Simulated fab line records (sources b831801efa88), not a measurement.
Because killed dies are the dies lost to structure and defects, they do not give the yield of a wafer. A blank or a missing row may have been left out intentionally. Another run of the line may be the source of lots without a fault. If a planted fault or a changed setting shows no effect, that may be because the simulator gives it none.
A lot that was struck, set against a sound lot | flow gf180mcu | 16 steps out of a route of 602
Sound: wafers L232.3, L232.4, L232.5. Struck: wafers L244.2, L244.4. (L244.1 of the same lot was not struck and is left out.) The cause comes at the end.
Per side, at each step with rows, come the tool, then ch with its chambers, and then its first start. Under that, the readings that differ: sound wafers | struck wafers | difference of the means | sigmas: that difference in standard deviations of wafers without a fault.
alike: readings with means less than 2 such deviations apart, plus words and numbers identical on both sides. not compared: withheld readings, readings lacking a value on some wafer, bounds such as >300 that could conceal the same value, and numbers that have no deviation in the record and whose values overlap.
Wherever a step has rows on one side only, a row that says differs or no value, or a row with sigmas, the two part there. Numbers that have no deviation but don't overlap get no sigmas and don't part them. A reading missing from all wafers of one side parts the sides only when that side holds two or more wafers.

GF_TOP_METAL_SPUTTER_04: material TiN, target thk 25 nm, time 20.8 s.
  sound on pvdSputter-02 at day 29 14:05; struck on pvdSputter-03 at day 32 20:59
  alike: throttleValvePct
GF_TOP_METAL_RS_MEAS_05: measurement is done with a four-point probe.
  sound on filmMetro-01 at day 29 14:09; struck on filmMetro-03 at day 32 21:01
  alike: TOP_METAL_ALCU_RS
GF_TOP_METAL_THK_MEAS_06: measures by xrf.
  sound on filmMetro-01 at day 29 14:15; struck on filmMetro-03 at day 32 21:08
  alike: TOP_METAL_ALCU_THK
then, 7 steps without rows for these wafers: GF_TOP_METAL_DEHYDRATE_07 (time 60 s); GF_TOP_METAL_HMDS_08 (prime time 60 s); GF_TOP_METAL_COAT_09 (resist thk 1500 nm); GF_TOP_METAL_SOFTBAKE_10 (time 60 s); GF_TOP_METAL_EXPOSE_11 (exposes mask MetalTop, target cd 440 nm); GF_TOP_METAL_PEB_12; GF_TOP_METAL_DEVELOP_13 (develop time 60 s).
GF_TOP_METAL_CD_MEAS_14 targets a cd of 440 nm.
  sound on cdSem-01 at day 30 08:37; struck on cdSem-02 at day 33 12:23
reading   | sound             | struck      | difference | sigmas
cdNm (nm) | 439.5 438.8 437.9 | 444.6 444.8 | +6.0       | +2
GF_TOP_METAL_OVL_MEAS_15:
  sound on overlay-02 at day 30 08:43; struck on overlay-01 at day 33 12:30
  alike: TOP_METAL_OVL
GF_TOP_METAL_METAL_ETCH_16: etches the open film in Cl2/BCl3, stops on SiO2, target depth 1197 nm, time 199.5 s.
  sound on rieMetal-01 ch 0,1, day 30 08:47; struck on rieMetal-01 ch 0, day 33 12:32
reading                                       | sound             | struck      | difference | sigmas
rfFwdPowerW (W)                               | 798.9 794.8 797.2 | 929.2 928.4 | +131.8     | +51
model.NOVOLAK_of_TOP_METAL_COAT_09.thkNm (nm) | 999.9 1009 1011   | 955.4 965.3 | -46.3      | 
  alike: drypumpMotorCurrentA, oesProductAu, throttleValvePct
  not compared: rfHoursCounterH
GF_TOP_METAL_STRIP_17: strips in O2/N2.
  sound on plasmaAsher-04 ch 0,1, day 30 08:58; struck on plasmaAsher-04 ch 0,1, day 33 12:44
reading                  | sound             | struck      | difference | sigmas
stripTimeToEndpointS (s) | 12.75 12.75 12.79 | 12.21 12.31 | -0.50      | -6
  alike: drypumpMotorCurrentA, heaterPowerW, oesProductAu
  not compared: rfHoursCounterH
then, 1 step without rows for these wafers: GF_TOP_METAL_STRIP_18 (strips in post etch residue remover, time 1200 s).
GF_PASSIVATION_PROBE_99:
  sound wafers here have rows in the record (prober-02, day 31 05:38); struck ones have none

WHERE THEY PART
Last at GF_PASSIVATION_PROBE_99 as far as this record goes, first at GF_TOP_METAL_CD_MEAS_14.

WHY: what the simulator had put in
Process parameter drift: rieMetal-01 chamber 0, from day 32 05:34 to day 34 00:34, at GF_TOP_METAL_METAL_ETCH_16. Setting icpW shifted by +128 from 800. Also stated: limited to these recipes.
